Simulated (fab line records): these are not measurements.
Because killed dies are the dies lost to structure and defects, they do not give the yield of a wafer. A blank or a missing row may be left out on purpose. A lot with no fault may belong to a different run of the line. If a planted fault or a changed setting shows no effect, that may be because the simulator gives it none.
A struck lot beside a sound one :: flow sky130 :: 16 steps out of a route of 708
Sound: wafers L690.1, L690.2, L690.5. Wafers struck: L701.3, L701.4, L701.5. The cause is given at the end.
Each step with rows lists, per side, the tool, then ch with its chambers, then its first start. Under that, the readings that differ: sound wafers :: struck wafers :: difference of the means :: sigmas: that difference in standard deviations of wafers without a fault.
alike: readings with means less than 2 such deviations apart, plus words and numbers identical on both sides. not compared: withheld readings, readings lacking a value on some wafer, bounds such as >300 that could conceal the same value, and numbers that have no deviation in the record and whose values overlap.
A row with sigmas, a row that says differs or no value, or rows on one side alone: a step with any of these is where the two part. When numbers do not overlap yet have no deviation, they are printed without sigmas and do not part them. A reading that every wafer of one side lacks parts them only if that side has two wafers or more.

first, 5 steps without rows for these wafers: SKY_SONOS_TUNNEL_COAT_02 (resist thk 1140 nm); SKY_SONOS_TUNNEL_SOFTBAKE_03 (time 60 s); SKY_SONOS_TUNNEL_EXPOSE_04 (exposes mask TUNM, target cd 410 nm); SKY_SONOS_TUNNEL_PEB_05; SKY_SONOS_TUNNEL_DEVELOP_06 (develop time 60 s).
SKY_SONOS_TUNNEL_CD_MEAS_07: target cd 410 nm.
  sound: cdSem-01 at day 13 18:50; struck: cdSem-01 at day 17 09:34
  alike: cdNm
SKY_SONOS_TUNNEL_OVL_MEAS_08:
  sound: overlay-02 at day 13 18:58; struck: overlay-02 at day 17 09:40
  alike: SONOS_TUNNEL_OVL
then, 3 steps without rows for these wafers: SKY_SONOS_TUNNEL_IMPLANT_09; SKY_SONOS_TUNNEL_WET_ETCH_10 (etches SiO2 in dHF, target depth 14 nm, time 280 s); SKY_SONOS_TUNNEL_STRIP_11 (strips in SPM, time 600 s).
SKY_SONOS_TUNNEL_TW_MEAS_12:
  sound: filmMetro-01 at day 13 19:27; struck: filmMetro-01 at day 17 10:07
  alike: SONOS_TUNNEL_TW
then, 1 step without rows for these wafers: SKY_SONOS_TUNNEL_CLEAN_13 (cleans in dHF, time 20 s).
SKY_SONOS_ONO_OXIDATION_00: stabilise 600 s, purge 300 s, target thk 2.6 nm.
  sound on furnace-02 ch 0, day 13 19:31; struck on furnace-02 ch 0, day 17 11:12
reading: spikeTcLowerC (C)
sound: 799.6 801.3 800.7
struck: 804.8 804.5 805.2
difference: +4.3
sigmas: +4

reading: spikeTcUpperC (C)
sound: 799.2 798.3 799.2
struck: 804.5 801.2 805.0
difference: +4.7
sigmas: +4

reading: tubeCenterTempC (C)
sound: 799.98 800 799.97
struck: 804.2 804.23 804.2
difference: +4.2
sigmas: +60

reading: tube_center_temp_C_max
sound: 802.2 802.3 802.1
struck: 806.3 806.2 805.8
difference: +3.9
sigmas: +11

reading: model.SiO2_of_SONOS_ONO_OXIDATION_00.thkNm (nm)
sound: 2.598 2.6 2.664
struck: 2.76 2.802 2.771
difference: +0.16
sigmas: 
  alike: spikeTcCentreC, spikeTcTopC, zonePowerBottomPct
SKY_SONOS_ONO_THK_MEAS_01:
  sound: filmMetro-02 at day 13 20:52; struck: filmMetro-01 at day 17 12:34
reading: SONOS_ONO_OXIDATION_THK (nm)
sound: 2.61 2.55 2.63
struck: 2.79 2.84 2.79
difference: +0.21
sigmas: +3
then, 1 step without rows for these wafers: SKY_SONOS_ONO_CVD_02 (deposits Si3N4 from DCS/NH3, target thk 10.5 nm, time 180 s).
-- record jumps: 33 days separate the struck wafers' starts on either side; left off in module SONOS_ONO, taken up again in module PAD_OPEN, whose first shown step is the route's number 708 --
SKY_PAD_OPEN_PROBE_99:
  sound: prober-02 at day 48 00:05; struck: prober-02 at day 50 03:56
reading: model.etest.sonosErased.vtV (V)
sound: -2.319 -2.331 -2.223
struck: -2.12 -2.101 -2.171
difference: +0.16
sigmas: 
  alike: killed_at_M0_to_M3, killed_at_M4_up, killedAtContacts, killedAtFrontEnd, killedAtOther, killedDies, killedOpen, killedShort

== WHERE THEY PART ==
Earliest at SKY_SONOS_ONO_OXIDATION_00; latest, in this record, at SKY_SONOS_ONO_THK_MEAS_01. Later steps at which nothing parts them and some readings are alike: SKY_PAD_OPEN_PROBE_99.

WHY: what had been put in by the simulator
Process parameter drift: furnace-02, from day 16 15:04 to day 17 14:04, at SKY_SONOS_ONO_OXIDATION_00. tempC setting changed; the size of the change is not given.
